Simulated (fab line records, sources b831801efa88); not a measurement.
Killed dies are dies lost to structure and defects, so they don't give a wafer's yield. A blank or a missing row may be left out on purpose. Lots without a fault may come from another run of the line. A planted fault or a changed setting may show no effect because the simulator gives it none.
Which tool did it? | flow gf180mcu | 15 lots, 45 wafers sampled, at 5 steps of a route of 602

WHAT THE GAUGES READ, wafer by wafer
GF_HV_LDD_TW_MEAS_38. Usual: HV_LDD_3_TW 1427, standard deviation 15.
lot  | measured     | on            | HV_LDD_3_TW                   | flag
L447 | day 11 11:05 | film_metro-03 | 1422 1429 1427                |
L449 | day 12 02:38 | film_metro-04 | 1420 1418 1426                |
L450 | day 12 10:40 | film_metro-01 | 1442 1446 1451                |
L451 | day 12 18:02 | film_metro-04 | 1416 1416 1419                |
L453 | day 13 11:12 | film_metro-03 | 1416 1409 1411                |
L454 | day 13 19:59 | film_metro-03 | 1403 1418 1415                |
L455 | day 14 03:44 | film_metro-01 | 1462 1455 1458                |
L458 | day 15 03:12 | film_metro-03 | 1416 1411 1406                |
L459 | day 15 13:17 | film_metro-03 | 1407 1412 1403                |
L460 | day 15 19:32 | film_metro-04 | 1428 1433 1430                |
L464 | day 17 06:29 | film_metro-01 | 1315 1316 1320 1317 1324 1324 | OFF
L465 | day 17 09:23 | film_metro-04 | 1302 1307 1306 1299 1302 1304 | OFF
L466 | day 17 20:38 | film_metro-03 | 1288 1294 1290 1295 1297 1291 | OFF
L469 | day 18 21:57 | film_metro-04 | 1426 1432 1430                |
L470 | day 18 23:32 | film_metro-03 | 1413 1412 1412                |

GF_HV_LDD_RS_MEAS_53: measures by four-point-probe. Usual: HV_LDD_RS 418.2 ohm/sq, standard deviation 1.1.
lot  | measured     | on            | HV_LDD_RS (ohm/sq)                  | flag
L447 | day 12 06:35 | film_metro-04 | 418.0 417.6 417.5                   |
L449 | day 12 22:32 | film_metro-04 | 419.6 419.3 419.5                   |
L450 | day 13 07:22 | film_metro-03 | 419.6 419.4 419.5                   |
L451 | day 13 14:01 | film_metro-01 | 417.2 418.9 418.9                   |
L453 | day 14 08:13 | film_metro-01 | 419.3 419.8 419.9                   |
L454 | day 14 17:19 | film_metro-03 | 417.1 417.6 418.4                   |
L455 | day 15 01:46 | film_metro-04 | 418.1 419.1 418.6                   |
L458 | day 16 01:25 | film_metro-03 | 417.0 418.1 418.2                   |
L459 | day 16 11:43 | film_metro-03 | 418.6 419.1 419.7                   |
L460 | day 16 18:20 | film_metro-04 | 419.2 419.3 420.2                   |
L464 | day 18 05:53 | film_metro-03 | 440.1 440.5 440.8 440.2 441.8 440.3 | OFF
L465 | day 18 09:41 | film_metro-01 | 440.3 439.0 439.7 439.8 439.8 439.3 | OFF
L466 | day 18 20:43 | film_metro-03 | 438.2 437.5 438.7 438.2 437.6 439.1 | OFF
L469 | day 19 22:38 | film_metro-01 | 416.9 416.2 415.8                   |
L470 | day 20 00:16 | film_metro-01 | 417.5 417.6 417.2                   |

GF_CONTACT_OVL_MEAS_15. Usual: CONTACT_OVL 3 nm, standard deviation 5.3.
lot  | measured     | on         | CONTACT_OVL (nm) | flag
L447 | day 15 23:51 | overlay-01 | 6 -1 -4          |
L449 | day 16 18:23 | overlay-02 | 5 8 3            |
L450 | day 17 03:45 | overlay-01 | 2 -1 4           |
L451 | day 17 11:50 | overlay-02 | 13 5 11          |
L453 | day 18 07:32 | overlay-01 | -3 -4 -7         |
L454 | day 18 17:21 | overlay-01 | 7 6 6            |
L455 | day 19 02:49 | overlay-01 | 2 0 3            |
L458 | day 20 03:34 | overlay-01 | 0 -3 -1          |
L459 | day 20 14:52 | overlay-01 | -4 2 0           |
L460 | day 20 23:14 | overlay-01 | 11 10 8          |
L469 | day 24 00:15 | overlay-01 | -7 -3 3          |
L470 | day 24 07:10 | overlay-02 | 5 9 -1           |

GF_M1_OVL_MEAS_15. Usual: M1_OVL -7 nm, standard deviation 4.4.
lot  | measured     | on         | M1_OVL (nm) | flag
L447 | day 16 23:53 | overlay-01 | -13 -2 -7   |
L449 | day 17 19:14 | overlay-02 | -9 -19 -3   |
L450 | day 18 04:26 | overlay-02 | -4 -12 -5   |
L451 | day 18 12:56 | overlay-01 | -1 -3 -1    |
L453 | day 19 08:20 | overlay-02 | -11 -8 -10  |
L454 | day 19 19:03 | overlay-02 | -9 -3 -5    |
L455 | day 20 04:22 | overlay-02 | -2 -5 -2    |
L458 | day 21 04:49 | overlay-01 | -12 -10 -8  |
L459 | day 21 16:23 | overlay-01 | -5 0 -15    |
L460 | day 22 00:23 | overlay-01 | -9 -8 -5    |
L469 | day 25 00:06 | overlay-02 | -10 -6 -11  |
L470 | day 25 06:59 | overlay-01 | -18 -11 -12 |

WHICH TOOL RAN EACH LOT (tool, then ch and the chambers of the sampled wafers, then the start)
lot  | GF_HV_LDD_IMPLANT_36
L447 | implanter-04 ch 0, day 11 10:50
L449 | implanter-01 ch 0, day 12 02:23
L450 | implanter-03 ch 0, day 12 10:23
L451 | implanter-03 ch 0, day 12 17:47
L453 | implanter-01 ch 0, day 13 10:57
L454 | implanter-01 ch 0, day 13 19:46
L455 | implanter-03 ch 0, day 14 03:31
L458 | implanter-01 ch 0, day 15 02:59
L459 | implanter-04 ch 0, day 15 13:02
L460 | implanter-03 ch 0, day 15 19:17
L464 | implanter-03, day 17 06:14
L465 | implanter-04, day 17 09:10
L466 | implanter-04, day 17 20:23
L469 | implanter-04 ch 0, day 18 21:42
L470 | implanter-03 ch 0, day 18 23:17
- GF_HV_LDD_IMPLANT_36

WHAT THE TOOLS THEMSELVES READ (means of the sampled wafers that have a number; where no wafer has one, the mark that the record gives instead)
GF_HV_LDD_IMPLANT_36. Usual: beam_energy_keV 60.003, standard deviation 0.018; beam_on_s 10.02 s, standard deviation 0.19.
lot  | tool         | beam_energy_keV | beam_on_s (s) | flag
L447 | implanter-04 | 59.997          | 9.95          |
L449 | implanter-01 | 60.012          | 9.91          |
L450 | implanter-03 | 59.998          | 9.96          |
L451 | implanter-03 | 59.982          | 10.11         |
L453 | implanter-01 | 60.012          | 9.81          |
L454 | implanter-01 | 60.003          | 10.21         |
L455 | implanter-03 | 60.001          | 9.97          |
L458 | implanter-01 | 60.019          | 9.98          |
L459 | implanter-04 | 59.988          | 10.20         |
L460 | implanter-03 | 60.012          | 9.95          |
L464 | implanter-03 | -               | -             | OFF
L465 | implanter-04 | -               | -             | OFF
L466 | implanter-04 | -               | -             | OFF
L469 | implanter-04 | 59.995          | 10.03         |
L470 | implanter-03 | 60.008          | 10.09         |

THE ANSWER, worked out from the rows above alone
Rule: a lot is off if the mean of its wafers that have a number lies more than 3 standard deviations from the usual mean. A lot without any number at a reading at which 4 lots or more have one is off too. The other lots that the step has rows for count as sound. The gauges are gone through in route order, then the tools' own readings, and for those a lot's mean is taken as printed above. The first step at which some lot is off is used, and at that step the reading that is off furthest; a lot without a number counts as furthest.
Off: L464, L465, L466, at GF_HV_LDD_TW_MEAS_38 (HV_LDD_3_TW).
A tool fits if, at a process step before that reading, it ran every lot that is off, and no sound lot after the first of them. The gauges at GF_HV_LDD_TW_MEAS_38 aren't tried: what is off there is off at GF_HV_LDD_IMPLANT_36 too, on other tools, and a gauge's error can't cause that. None of those tried fits.

WHAT THE SIMULATOR HAD PUT IN
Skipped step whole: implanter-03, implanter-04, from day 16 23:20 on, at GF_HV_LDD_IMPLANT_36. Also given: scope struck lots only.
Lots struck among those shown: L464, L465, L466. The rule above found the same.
